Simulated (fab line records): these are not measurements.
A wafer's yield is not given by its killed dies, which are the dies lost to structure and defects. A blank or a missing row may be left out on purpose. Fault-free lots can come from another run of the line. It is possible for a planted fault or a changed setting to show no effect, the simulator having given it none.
Which tool is to blame? + flow sky130 + 6 lots with 18 wafers sampled at 4 steps, on a route of 708 steps

WHAT THE GAUGES READ, wafer by wafer
SKY_LI_CONTACT_RS_MEAS_22: a four-point-probe measurement.
| lot  | measured     | on           | LI_CONTACT_W_RS (ohm/sq) |
|------|--------------|--------------|--------------------------|
| L648 | day 31 06:47 | filmMetro-04 | 0.2892 0.2945 0.2879     |
| L651 | day 32 01:47 | filmMetro-04 | 0.2855 0.2895 0.2900     |
| L654 | day 32 16:40 | filmMetro-01 | 0.2862 0.2937 0.2944     |
| L661 | day 34 22:52 | filmMetro-04 | 0.2871 0.2855 0.2845     |
| L663 | day 35 10:38 | filmMetro-01 | 0.2816 0.2856 0.2824     |
| L666 | day 36 05:25 | filmMetro-03 | 0.2809 0.2848 0.2839     |

TOOL THAT RAN EACH LOT (tool first, then ch and the chambers of the sampled wafers, then the start)
| lot  | SKY_RES_XHIGH_COAT_02            | SKY_RES_XHIGH_STRIP_08              | SKY_LI_CONTACT_SPUTTER_20   |
|------|----------------------------------|-------------------------------------|-----------------------------|
| L648 | lithoTrack-01 ch 0, day 28 05:15 | plasmaAsher-01 ch 0,1, day 28 19:30 | pvdSputter-01, day 31 06:35 |
| L651 | lithoTrack-03 ch 0, day 29 01:28 | plasmaAsher-04 ch 0,1, day 29 16:20 | pvdSputter-03, day 32 01:35 |
| L654 | lithoTrack-01 ch 0, day 29 17:35 | plasmaAsher-02 ch 0,1, day 30 08:03 | pvdSputter-01, day 32 16:29 |
| L661 | lithoTrack-03 ch 0, day 32 02:27 | plasmaAsher-04 ch 0,1, day 32 16:02 | pvdSputter-04, day 34 22:41 |
| L663 | lithoTrack-02 ch 0, day 32 12:55 | plasmaAsher-02 ch 0,1, day 33 02:48 | pvdSputter-03, day 35 10:26 |
| L666 | lithoTrack-03 ch 0, day 33 10:09 | plasmaAsher-04 ch 0,1, day 33 23:22 | pvdSputter-03, day 36 05:14 |
- SKY_RES_XHIGH_COAT_02: resist thk 1140 nm.
- SKY_RES_XHIGH_STRIP_08: strips in O2/N2.
- SKY_LI_CONTACT_SPUTTER_20: material TiN, target thk 20 nm, time 80 s.

THE ANSWER, worked out from the rows above alone
Rule: the lots themselves supply what counts as usual. The widest of any qualifying gaps counts: lots, ordered by their means at a reading, are off when they make up no more than a third of the lots, leave a main group of 4 or more, and stand apart from it by 3 or more times the standard deviation of that group's means. Not used: any main group whose means are identical at the precision the tables above print for the reading. A lot without any number at a reading at which 4 lots or more have one is off too. The other lots that the step has rows for count as sound.
None of the lots is off at any reading shown; this tells nothing.

WHAT HAD BEEN PUT IN BY THE SIMULATOR
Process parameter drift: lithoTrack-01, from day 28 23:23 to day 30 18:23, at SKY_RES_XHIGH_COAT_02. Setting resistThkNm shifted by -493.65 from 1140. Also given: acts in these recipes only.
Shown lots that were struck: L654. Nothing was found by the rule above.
